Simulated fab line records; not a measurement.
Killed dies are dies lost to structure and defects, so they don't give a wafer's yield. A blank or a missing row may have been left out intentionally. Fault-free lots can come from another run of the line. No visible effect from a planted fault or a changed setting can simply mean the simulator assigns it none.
fab line records	flow sky130
[record] lots = 12	wafers = 36	lastDay = 50
route steps=708 shown SONOS_ONO@183 SPACER@306 POLY_CUT@318 SD_P@326
lots that met no fault: taken from a fault-free run of the same line
startH: the number of hours between the record's first day and the start of the first shown wafer of the lot	waitH: how many hours have passed since the lot's step before this one	" same as the row above	L1.1+2: a single row standing in for several wafers	- no value, or no start given	* or withheld: withheld	< > ~ a bound
route shown NAME@n: names a module that has steps shown in the file, with the first one's number in the route	usual: mean/standard deviation taken from wafers without a fault	same: alike in all rows	chamber/n: place in a boat	sites: readings site by site	_std_site: the standard deviation of these	_edge_site: inner sites' mean taken away from outer sites' mean	radiusMm: how far each site lies from the wafer's centre	mask NAME#n: copy n	behind: the tool/chamber that last shaped the wafer	hold: cause of the lot's hold/its duration in hours/its outcome	device: the n, p or np transistor that did not switch	end of line: the route-end tests of the same wafers	where a step has no rows: the recipe by itself	killed: dies lost to structure and defects at the first sort, not the wafer's yield	map: a wafer's dies, marking killed ones x, the rest . and places with no die _
set.NAME: the setting the step ran with; set.NAME@STEP: the setting that earlier step ran with	model.NAME: the simulator's own value behind a step, which no gauge read
steps of the route over a sample of lots; a table a step, a row a wafer
services: a tool's chamber out of use, with start hour (startH, from the record's first day; less than 0 if before it), hours out, and reason
[[steps]]
[step SKY_SONOS_ONO_ETCH_15]
[recipe] targetDepthNm = 19.52	chemistry = CHF3/O2	sourceW = 600	biasW = 200	pressureMtorr = 40	chf3FlowSccm = 50	O2_flow_sccm = 5	timeS = 7.8
[usual] drypumpMotorCurrentA = 5.7/0.33	oesProductAu = 1.000/0.01	throttleValvePct = 8.825/0.0089
[same] timeS = 7.8
lot.wafer	tool	chamber	startH	waitH	drypumpMotorCurrentA	oesProductAu	rfHoursCounterH	throttleValvePct
L750.2	rieDiel-03	2	273.98	0.0	5.7	1.011	122	8.830
L750.3	"	0	"	"	5.4	1.010	69	8.819
L750.5	"	2	"	"	5.7	1.016	-	8.839
L754.1	rieDiel-04	2	306.43	0.0	5.6	1.000	83	8.826
L754.2	"	1	"	"	5.7	0.999	8	8.826
L754.5	"	1	"	"	5.7	1.000	-	8.822
L753.2	rieDiel-03	3	306.93	0.0	4.9	0.997	119	8.835
L753.4	"	2	"	"	5.7	1.006	124	8.834
L753.5	"	2	"	"	5.7	1.005	-	8.818
L755.1	rieDiel-04	3	320.66	0.0	5.9	0.996	49	8.812
L755.4	"	0	"	"	5.9	0.998	86	8.828
L755.6	"	1	"	"	5.7	1.006	-	8.816
L756.1	rieDiel-04	0	330.81	0.0	5.9	1.014	86	8.817
L756.4	"	1	"	"	5.6	1.014	8	8.820
L756.6	"	1	"	"	5.7	1.008	-	8.843
L757.2	rieDiel-02	3	341.81	0.0	5.5	0.979	0	8.832
L757.4	"	3	"	"	5.6	0.986	-	8.820
L757.5	"	2	"	"	5.5	0.997	-	8.820
L758.2	rieDiel-02	0	346.73	0.0	6.2	1.007	100	8.825
L758.5	"	3	"	"	5.5	1.006	-	8.814
L758.6	"	2	"	"	5.5	0.996	-	8.823
L767.1	rieDiel-03	3	421.08	0.0	4.9	0.993	1	8.826
L767.2	"	1	"	"	6.0	0.997	3	8.833
L767.6	"	3	"	"	4.9	0.999	-	8.836
L768.1	rieDiel-02	0	425.93	0.0	6.1	1.012	101	8.827
L768.3	"	3	"	"	5.5	0.995	2	8.826
L768.6	"	2	"	"	5.4	0.990	-	8.832
L771.1	rieDiel-03	0	450.68	0.0	5.4	0.981	73	8.819
L771.4	"	1	"	"	6.0	0.980	3	8.836
L771.6	"	1	"	"	6.1	0.985	-	8.820
L770.1	rieDiel-03	3	461.58	0.0	4.9	0.992	2	8.826
L770.3	"	2	"	"	5.7	1.005	2	8.817
L770.5	"	2	"	"	5.7	1.016	-	8.843
L772.2	rieDiel-02	2	471.58	0.0	5.5	1.012	77	8.827
L772.5	"	1	"	"	5.6	1.003	-	8.824
L772.6	"	2	"	"	5.5	0.993	-	8.832
[step SKY_SPACER_ETCHBACK_02]
[recipe] chemistry = CH3F/O2	target = Si3N4	stopOn = SiO2	sourceW = 400	biasW = 80	pressureMtorr = 25	ch3fFlowSccm = 40	O2_flow_sccm = 30	timeS = 46.7	targetDepthA = 450
[usual] drypumpMotorCurrentA = 5.9/0.35	oesProductAu = 0.852/0.0059	throttleValvePct = 10.561/0.009
[same] timeS = 46.7
lot.wafer	tool	chamber	startH	waitH	drypumpMotorCurrentA	oesProductAu	rfHoursCounterH	throttleValvePct
L750.2	rieDiel-01	0	518.11	0.0	6.0	0.858	65	10.561
L750.3	"	1	"	"	6.6	0.860	88	10.547
L750.5	"	1	"	"	6.6	0.862	-	10.565
L753.2	rieDiel-01	0	556.34	0.0	6.0	0.860	65	10.549
L753.4	"	2	"	"	5.6	0.853	12	10.559
L753.5	"	1	"	"	6.6	0.850	-	10.569
L754.1	rieDiel-02	1	557.55	0.1	5.7	0.853	4	10.559
L754.2	"	2	"	"	5.5	0.853	79	10.567
L754.5	"	0	"	"	6.1	0.849	-	10.553
L755.1	rieDiel-04	3	573.13	0.1	5.9	0.858	52	10.560
L755.4	"	1	"	"	5.7	0.853	12	10.564
L755.6	"	1	"	"	5.7	0.852	-	10.563
L756.1	rieDiel-01	2	585.64	0.1	5.6	0.850	12	10.559
L756.4	"	0	"	"	6.0	0.840	66	10.569
L756.6	"	0	"	"	6.0	0.860	-	10.556
L757.2	rieDiel-02	3	594.11	0.0	5.5	0.855	5	10.551
L757.4	"	2	"	"	5.4	0.847	0	10.565
L757.5	"	2	"	"	5.5	0.851	-	10.541
L758.2	rieDiel-01	2	600.12	0.0	5.6	0.846	13	10.572
L758.5	"	0	"	"	6.0	0.851	-	10.566
L758.6	"	1	"	"	6.6	0.857	-	10.565
L768.1	rieDiel-02	0	677.78	0.1	6.1	0.846	4	10.574
L768.3	"	1	"	"	5.6	0.848	6	10.566
L768.6	"	2	"	"	5.4	0.846	-	10.583
L767.1	rieDiel-02	3	681.03	0.1	5.6	0.853	7	10.553
L767.2	"	1	"	"	5.6	0.855	6	10.571
L767.6	"	1	"	"	5.6	0.856	-	10.580
L771.1	rieDiel-04	1	700.27	0.1	5.7	0.849	15	10.578
L771.4	"	2	"	"	5.6	0.844	-	10.572
L771.6	"	0	"	"	5.9	0.855	-	10.563
L770.1	rieDiel-01	1	709.00	0.1	6.6	0.863	4	10.560
L770.3	"	3	"	"	6.0	0.860	4	10.574
L770.5	"	3	"	"	5.9	0.862	-	10.563
L772.2	rieDiel-01	1	717.42	0.0	6.6	0.847	4	10.551
L772.5	"	1	"	"	6.6	0.850	-	10.553
L772.6	"	0	"	"	6.0	0.851	-	10.556
[step SKY_POLY_CUT_ETCH_11]
[recipe] target = Si3N4	chemistry = CF4/CH2F2/Ar	stopOn = poly-Si	sourceW = 600	biasW = 150	pressureMtorr = 40	cf4FlowSccm = 40	ch2f2FlowSccm = 20	Ar_flow_sccm = 150	timeS = 42.5	targetDepthA = 600
[usual] cf4FlowSccm = 40.02/0.13	drypumpMotorCurrentA = 5.8/0.42	oesProductAu = 0.830/0.0062	throttleValvePct = 14.994/0.0089
[same] timeS = 42.5
lot.wafer	tool	chamber	startH	waitH	cf4FlowSccm	drypumpMotorCurrentA	oesProductAu	rfHoursCounterH	throttleValvePct
L750.2	rieDiel-03	0	552.38	0.0	40.01	5.4	0.835	75	14.989
L750.3	"	2	"	"	39.92	5.7	0.830	4	14.994
L750.5	"	3	"	"	40.15	4.9	0.831	-	14.992
L753.2	rieDiel-03	0	586.58	0.0	40.31	5.4	0.844	76	15.001
L753.4	"	1	"	"	40.12	6.0	0.832	6	14.998
L753.5	"	3	"	"	40.10	4.9	0.836	-	14.992
L754.1	rieDiel-01	3	587.05	0.0	40.05	6.0	0.829	1	14.998
L754.2	"	1	"	"	40.17	6.6	0.840	1	14.982
L754.5	"	3	"	"	40.07	5.9	0.828	-	14.989
L755.1	rieDiel-04	0	602.33	0.0	40.08	5.9	0.829	1	14.984
L755.4	"	3	"	"	39.98	5.9	0.828	53	14.984
L755.6	"	2	"	"	39.81	5.7	0.838	-	14.988
L756.1	rieDiel-03	3	615.08	0.0	39.93	4.9	0.825	6	14.992
L756.4	"	3	"	"	40.18	4.9	0.827	-	14.995
L756.6	"	1	"	"	40.03	6.1	0.829	-	15.004
L757.2	rieDiel-04	3	622.85	0.0	40.00	5.9	0.825	53	15.009
L757.4	"	1	"	"	40.10	5.7	0.836	13	14.989
L757.5	"	1	"	"	40.08	5.7	0.832	-	15.010
L758.2	rieDiel-01	2	628.95	0.0	40.11	5.6	0.832	13	14.997
L758.5	"	3	"	"	39.83	5.9	0.840	-	14.994
L758.6	"	2	"	"	40.11	5.6	0.838	-	14.988
L768.1	rieDiel-01	0	706.40	0.0	39.93	6.0	0.835	2	14.988
L768.3	"	1	"	"	40.10	6.6	0.823	4	14.997
L768.6	"	0	"	"	39.92	6.0	0.829	-	14.977
L767.1	rieDiel-03	3	709.03	0.0	40.02	4.9	0.831	8	14.999
L767.2	"	1	"	"	39.93	6.0	0.825	10	14.999
L767.6	"	3	"	"	40.11	4.9	0.823	-	15.007
L771.1	rieDiel-03	1	727.47	0.0	39.82	6.0	0.819	10	15.006
L771.4	"	3	"	"	40.05	4.9	0.825	8	14.994
L771.6	"	2	"	"	40.02	5.7	0.833	-	15.013
L770.1	rieDiel-04	0	736.38	0.0	39.94	5.9	0.830	4	14.991
L770.3	"	2	"	"	39.95	5.6	0.832	4	14.996
L770.5	"	0	"	"	40.02	5.9	0.828	-	14.999
L772.2	rieDiel-04	0	743.98	0.0	40.06	5.9	0.823	4	14.987
L772.5	"	1	"	"	40.13	5.7	0.824	-	14.992
L772.6	"	2	"	"	39.98	5.6	0.827	-	14.997
[step SKY_SD_P_DEVELOP_06]
[recipe] resist = NOVOLAK	developer = TMAH	developTimeS = 60	devTempC = 23
[usual] chillPlateTempC = 22.99/0.11	developerTempC = 22.98/0.1
[same] developTimeS = 60
lot.wafer	tool	chamber	startH	waitH	chillPlateTempC	developerTempC
L750.2	lithoTrack-03	0	582.65	0.1	23.14	22.88
L750.3	"	0	"	"	23.20	23.06
L750.5	"	0	"	"	23.23	22.98
L753.2	lithoTrack-04	0	615.10	0.1	22.83	22.81
L753.4	"	0	"	"	22.89	22.90
L753.5	"	0	"	"	22.98	22.90
L754.1	lithoTrack-01	0	615.68	0.1	22.91	22.97
L754.2	"	0	"	"	22.88	22.83
L754.5	"	0	"	"	22.83	22.87
L755.1	lithoTrack-01	0	631.08	0.1	22.99	22.81
L755.4	"	0	"	"	23.02	22.95
L755.6	"	0	"	"	22.82	22.93
L756.1	lithoTrack-04	0	643.12	0.1	22.86	22.88
L756.4	"	0	"	"	22.76	22.83
L756.6	"	0	"	"	22.90	22.82
L757.2	lithoTrack-01	0	650.31	0.1	22.93	23.12
L757.4	"	0	"	"	22.75	23.24
L757.5	"	0	"	"	22.82	23.00
L758.2	lithoTrack-01	0	657.16	0.1	23.03	22.91
L758.5	"	0	"	"	23.12	22.95
L758.6	"	0	"	"	23.05	22.91
L768.1	lithoTrack-01	0	733.14	0.1	23.09	23.80
L768.3	"	0	"	"	23.21	23.70
L768.6	"	0	"	"	23.10	23.68
L767.1	lithoTrack-01	0	736.34	0.1	22.89	23.77
L767.2	"	0	"	"	22.84	23.67
L767.6	"	0	"	"	23.09	23.72
L771.1	lithoTrack-04	0	754.17	0.1	22.94	23.03
L771.4	"	0	"	"	23.06	23.07
L771.6	"	0	"	"	23.10	23.17
L770.1	lithoTrack-04	0	763.82	0.1	22.89	23.00
L770.3	"	0	"	"	23.14	22.90
L770.5	"	0	"	"	22.91	22.92
L772.2	lithoTrack-03	0	770.70	0.1	23.01	23.11
L772.5	"	0	"	"	22.85	22.98
L772.6	"	0	"	"	22.92	23.05
[[services]]
tool	chamber	startH	hours	kind
rieDiel-03	2	255.97	3.2	repair
rieDiel-03	3	292.13	6.6	repair
rieDiel-04	3	306.16	12.6	repair
rieDiel-04	2	337.63	6.3	repair
rieDiel-01	-	352.30	0.6	repair
rieDiel-03	0	393.66	2.5	repair
rieDiel-04	1	439.18	2.7	repair
rieDiel-04	2	445.81	5.8	repair
rieDiel-03	2	490.01	17.9	repair
rieDiel-04	0	534.11	8.5	repair
rieDiel-04	1	579.90	9.7	repair
rieDiel-03	2	613.92	32.2	repair
rieDiel-03	3	619.54	18.7	repair
rieDiel-03	0	628.94	4.5	repair
rieDiel-04	2	635.59	5.7	repair
rieDiel-04	3	637.04	13.6	repair
rieDiel-01	3	641.58	9.1	repair
rieDiel-04	0	645.73	7.8	repair
rieDiel-04	2	655.26	3.0	repair
rieDiel-01	-	694.35	2.2	repair
rieDiel-04	-	709.30	0.9	repair
rieDiel-04	-	717.02	1.3	repair
rieDiel-03	2	720.22	1.3	repair
rieDiel-01	0	740.71	16.5	repair
[[key]]
[firstSign] step = SKY_SD_P_DEVELOP_06	reading = developerTempC	direction = up	sigmas = 7.4	usual = *	struck = *
effect none on later readings
metAt SKY_SD_P_DEVELOP_06
struckLots L767,L768
testerLeftOut L767,L768
notActingAt SKY_SONOS_ONO_ETCH_15,SKY_SPACER_ETCHBACK_02,SKY_POLY_CUT_ETCH_11
onsetBetween 657.16 733.14
[fault] kind = processParameterDrift	tool = lithoTrack-01	chamber = -	onsetH = 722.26	steps = SKY_SD_P_DEVELOP_06	channel = devTempC	offset = *	shape = step	endH = 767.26	actsIn = *	stated = *
// testerLeftOut: of these lots the tester's yield and bins aren't shown, on N5 and GAA mostly nor the transistor test; their killed dies are dies lost to structure and defects alone, not to doping, threshold or leakage, so they don't give the yield
